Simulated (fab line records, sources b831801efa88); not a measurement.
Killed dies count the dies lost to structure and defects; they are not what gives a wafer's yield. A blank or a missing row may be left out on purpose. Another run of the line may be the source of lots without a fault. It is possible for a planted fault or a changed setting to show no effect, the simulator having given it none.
Which tool is to blame?    flow gf180mcu    Sampling: 7 lots, 21 wafers, 2 of 602 route steps

WHAT THE GAUGES SHOWED, per wafer
GF_POLY_GATE_CD_MEAS_10 targets a cd of 280 nm.
lot   measured      on        cdNm (nm)
L781  day 9 20:31   cdSem-02  280.5 279.6 278.9
L785  day 10 23:31  cdSem-01  280.6 279.7 281.1
L787  day 11 16:00  cdSem-01  282.2 281.3 282.3
L789  day 12 08:13  cdSem-01  280.6 280.6 281.1
L792  day 13 05:01  cdSem-01  281.8 281.5 281.1
L799  day 15 05:20  cdSem-01  278.7 276.1 276.8
L802  day 16 06:23  cdSem-02  279.5 278.6 277.4

WHAT TOOL EACH LOT RAN ON (gives the tool, then ch and the chambers of the sampled wafers, and finally the start)
lot   GF_POLY_GATE_PEB_08
L781  lithoTrack-04 ch 0, day 9 20:10
L785  lithoTrack-02 ch 0, day 10 23:11
L787  lithoTrack-01 ch 0, day 11 15:40
L789  lithoTrack-01 ch 0, day 12 07:54
L792  lithoTrack-02 ch 0, day 13 04:40
L799  lithoTrack-02 ch 0, day 15 05:00
L802  lithoTrack-01 ch 0, day 16 06:02
- GF_POLY_GATE_PEB_08: peb time 90 s.

THE ANSWER, worked out from the rows above alone
Rule: what is usual is taken from the lots themselves. Put in order of their means at a reading, lots are off if they are a third of the lots or fewer, leave a main group of 4 or more, and stand apart from it by a gap of 3 or more times the standard deviation of the main group's means; of several such gaps the widest counts. The tables above print the reading to a certain number of digits; a main group whose means all agree to those digits is not used. Also off: a lot with no number at a reading for which 4 or more lots have one. Any other lot the step has rows for is counted as sound.
Across all readings shown, no lot is off: no conclusion can be drawn from this.

WHAT HAD BEEN PUT IN BY THE SIMULATOR
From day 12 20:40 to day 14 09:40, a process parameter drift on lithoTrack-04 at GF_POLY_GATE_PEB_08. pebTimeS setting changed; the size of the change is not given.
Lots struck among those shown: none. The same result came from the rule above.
